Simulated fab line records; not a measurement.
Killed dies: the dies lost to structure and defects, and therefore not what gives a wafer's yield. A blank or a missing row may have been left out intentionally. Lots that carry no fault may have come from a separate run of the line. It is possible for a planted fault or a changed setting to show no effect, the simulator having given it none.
Chamber matching ; flow sky130 ; 4 sister chambers for SKY_VIA3_CMP_24 on cmp-01
The step polishes, stops on SiO2, t overpolish 20 s, target thk 0 nm. 14 wafers are shown with their chamber, then 7 later ones without.

## WAFERS PAIRED WITH THEIR CHAMBERS
wafer;chamber;motor-current-A (A);time-to-endpoint-s (s);overpolish-run-s (s)
L256.1;2;10.4;93;19.980
L256.3;3;11.5;96;19.982
L256.4;1;10.9;97;20.002
L258.3;3;10.7;90;20.004
L258.4;1;11.6;95;20.019
L258.5;0;10.9;92;20.002
L260.1;0;10.4;97;19.990
L260.2;3;11.5;90;20.005
L260.5;3;11.3;92;19.998
L268.2;1;11.0;98;19.986
L268.5;0;10.8;97;19.998
L268.6;1;11.5;100;20.001
L274.1;0;10.8;97;19.992
L274.2;2;10.2;99;19.989

SIGNATURES, as means of the wafers listed above
reading;chamber 0;chamber 1;chamber 2;chamber 3;scatter within a chamber
motor-current-A;10.725;11.250;10.300;11.250;0.311
time-to-endpoint-s;95.75;97.50;96.00;92.00;2.72
overpolish-run-s;19.99550;20.00200;19.98450;19.99725;0.0101
Rule: for a wafer and a chamber, the distance is found by dividing, reading by reading, the gap between the wafer's reading and the chamber's mean by the reading's scatter, squaring, summing and taking the root. The wafer belongs to the nearest chamber; if the next one is less than 2 further off, it can't be placed. The scatter: take each reading less its chamber's mean, square it, sum over the shown wafers, divide by the number of wafers less the number of chambers, and take the root.

## WAFERS WITHOUT THEIR CHAMBER
wafer;motor-current-A (A);time-to-endpoint-s (s);overpolish-run-s (s)
L274.3;10.9;101;19.995
L277.1;10.5;92;19.998
L277.3;11.1;93;20.018
L277.5;11.2;95;20.005
L278.1;10.1;86;20.009
L278.3;10.8;95;20.003
L278.4;12.0;90;20.013

## WHICH CHAMBER EACH ONE RAN IN
wafer;from the rows above;in truth
L274.3;can't be placed: 1 or 0 or 2 or 3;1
L277.1;can't be placed: 0 or 2 or 3 or 1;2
L277.3;can't be placed: 3 or 1 or 0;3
L277.5;can't be placed: 1 or 3 or 0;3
L278.1;can't be placed: 0 or 2 or 3 or 1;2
L278.3;can't be placed: 0 or 1 or 3 or 2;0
L278.4;can't be placed: 3 or 1 or 0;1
Correct placement for 0 of the 7. From these rows, 7 cannot be placed; in 7 the true chamber is one of the candidates. Placed wrongly: 0.
